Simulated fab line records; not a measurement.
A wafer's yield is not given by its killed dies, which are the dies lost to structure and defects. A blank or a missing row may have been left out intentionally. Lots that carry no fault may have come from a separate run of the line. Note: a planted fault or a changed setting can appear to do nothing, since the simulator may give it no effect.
Matching of chambers -- flow sky130 -- cmp-02 running SKY_VIA2_CMP_02: 4 sister chambers
The step polishes SiO2. 4 wafers are shown with their chamber, then 7 later ones without.

== WAFERS PAIRED WITH THEIR CHAMBERS ==
wafer,chamber,motor_current_A (A)
L545.6,3,10.7
L547.6,1,9.4
L548.2,2,10.8
L548.4,0,12.0

== WAFERS MISSING THEIR CHAMBER ==
wafer,motor_current_A (A)
L548.6,10.7
L558.3,11.9
L558.4,9.8
L558.6,10.9
L561.1,11.3
L561.4,9.4
L561.5,12.6

== CHAMBER TAKEN BY EACH ==
wafer,from the rows above,in truth
L548.6,can't be placed: 3 or 2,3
L558.3,0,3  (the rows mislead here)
L558.4,can't be placed: 1 or 3 or 2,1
L558.6,can't be placed: 2 or 3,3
L561.1,can't be placed: 2 or 3 or 0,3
L561.4,1,1
L561.5,0,0
2 of 7 placed correctly. Unplaceable from these rows: 4, with the true chamber sitting among the candidates in 4. Placed wrongly: 1.
How it was worked out, from the rows above alone: a wafer's distance from a chamber is the root of the sum, over the readings, of the square of ((its reading less the chamber's mean) divided by the reading's scatter). The wafer belongs to the nearest chamber; if the next one is less than 2 further off, it can't be placed. A chamber's mean is the mean of its shown wafers. The scatter: with one shown wafer a chamber, the root of the mean of the squares of how far each hidden wafer lies from its nearest shown one.
